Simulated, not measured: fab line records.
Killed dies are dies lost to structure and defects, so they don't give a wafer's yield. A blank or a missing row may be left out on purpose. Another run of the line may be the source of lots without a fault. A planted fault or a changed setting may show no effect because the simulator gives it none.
Struck lot and sound lot, side by side + flow gf180mcu + 18 steps out of a route of 602
Sound: the wafers L428.3, L428.4, L428.5. Struck: wafers L447.2, L447.3. (L447.4 of the same lot was not struck and is left out.) The cause comes at the end.
Each step with rows lists, per side, the tool, then ch with its chambers, then its first start. Under that, the readings that differ: sound wafers + struck wafers + difference of the means + sigmas: that difference in standard deviations of wafers without a fault.
alike: readings with means less than 2 such deviations apart, plus words and numbers identical on both sides. not compared: withheld readings, readings lacking a value on some wafer, bounds such as >300 that could conceal the same value, and numbers that have no deviation in the record and whose values overlap.
The two part at a step that has a row with sigmas, a row that says differs or no value, or rows on one side only. Numbers that have no deviation but don't overlap get no sigmas and don't part them. A reading that every wafer of one side lacks parts them only if that side has two wafers or more.

first, 2 steps without rows for these wafers: GF_CONTACT_PEB_12 (peb time 90 s); GF_CONTACT_DEVELOP_13 (develop time 60 s).
GF_CONTACT_CD_MEAS_14 targets a cd of 220 nm.
  sound on cd sem-01 at day 16 22:42; struck on cd sem-01 at day 23 13:44
| reading    | sound             | struck      | difference | sigmas |
|------------|-------------------|-------------|------------|--------|
| cd nm (nm) | 220.2 219.5 219.7 | 221.8 222.9 | +2.6       | +2     |
GF_CONTACT_OVL_MEAS_15:
  sound on overlay-01 at day 16 22:47; struck on overlay-01 at day 23 13:50
  alike: CONTACT_OVL
then, 1 step without rows for these wafers: GF_CONTACT_ETCH_16 (etches BARC in N2/H2).
GF_CONTACT_ETCH_17: etches SiO2 in C4F8/O2/Ar, stops on CoSi2, target depth 860 nm.
  sound on rie diel-04 ch 0,2; struck on rie diel-03 ch 1,3
  alike: oes product au
GF_CONTACT_STRIP_18: strips in O2/N2.
  sound on plasma asher-01 ch 0,1, day 16 23:01; struck on plasma asher-02 ch 0, day 23 14:02
  alike: drypump motor current A, heater power w, o2 flow sccm, oes product au
  not compared: rf hours counter h
then, 3 steps without rows for these wafers: GF_CONTACT_CLEAN_19 (cleans in SPM); GF_CONTACT_CLEAN_20 (cleans in DIW); GF_CONTACT_CLEAN_21 (cleans in dHF, time 20 s).
GF_CONTACT_SPUTTER_22: material Ti, target thk 15 nm, time 80.02 s.
  sound on pvd sputter-01 at day 16 23:16; struck on pvd sputter-04 at day 23 14:20
  alike: throttle valve pct
GF_CONTACT_SPUTTER_23: material TiN, target thk 10 nm, time 40 s.
  sound on pvd sputter-01 at day 16 23:20; struck on pvd sputter-04 at day 23 14:23
  alike: throttle valve pct
GF_CONTACT_CVD_24: deposits W, target thk 300 nm, time 90.339 s.
  sound on cvd w-02 ch 0,1, day 16 23:25; struck on cvd w-01 ch 0,1, day 23 14:26
| reading                               | sound             | struck      | difference | sigmas |
|---------------------------------------|-------------------|-------------|------------|--------|
| model.W_of_CONTACT_CVD_24.thk nm (nm) | 294.4 297.6 294.4 | 412.1 414.1 | +117.6     |        |
  alike: chamber pressure Torr, heater power w
GF_CONTACT_RS_MEAS_25: measurement is done with a four-point probe.
  sound on film metro-02 at day 16 23:31; struck on film metro-04 at day 23 14:33
| reading               | sound             | struck      | difference | sigmas |
|-----------------------|-------------------|-------------|------------|--------|
| CONTACT_W_RS (ohm/sq) | 0.389 0.386 0.390 | 0.278 0.277 | -0.111     | -25    |
GF_CONTACT_THK_MEAS_26: measures by xrf.
  sound on film metro-02 at day 16 23:37; struck on film metro-04 at day 23 14:40
| reading            | sound       | struck  | difference | sigmas |
|--------------------|-------------|---------|------------|--------|
| CONTACT_W_THK (nm) | 292 294 291 | 409 405 | +115       | +29    |
GF_CONTACT_CMP_27: polishes, stops on SiO2, t overpolish 15 s, target thk 0 nm.
  sound on cmp-01 ch 1,2, day 16 23:39; struck on cmp-02 ch 0,1, day 23 14:46
| reading                | sound    | struck | difference | sigmas |
|------------------------|----------|--------|------------|--------|
| time to endpoint s (s) | 73 71 73 | 98 98  | +26        | +8     |
  alike: motor current A
GF_M1_SPUTTER_00: material Ti, target thk 37.5 nm, time 150 s.
  sound on pvd sputter-02 at day 16 23:57; struck on pvd sputter-02 at day 23 15:01
  alike: throttle valve pct
next, for these wafers, 1 step has no rows: GF_PASSIVATION_PROBE_99.

WHERE THEY PART
Last at GF_CONTACT_CMP_27 as far as this record goes, first at GF_CONTACT_CD_MEAS_14. Later steps at which nothing parts them and some readings are alike: GF_M1_SPUTTER_00.

WHY: the cause the simulator had injected
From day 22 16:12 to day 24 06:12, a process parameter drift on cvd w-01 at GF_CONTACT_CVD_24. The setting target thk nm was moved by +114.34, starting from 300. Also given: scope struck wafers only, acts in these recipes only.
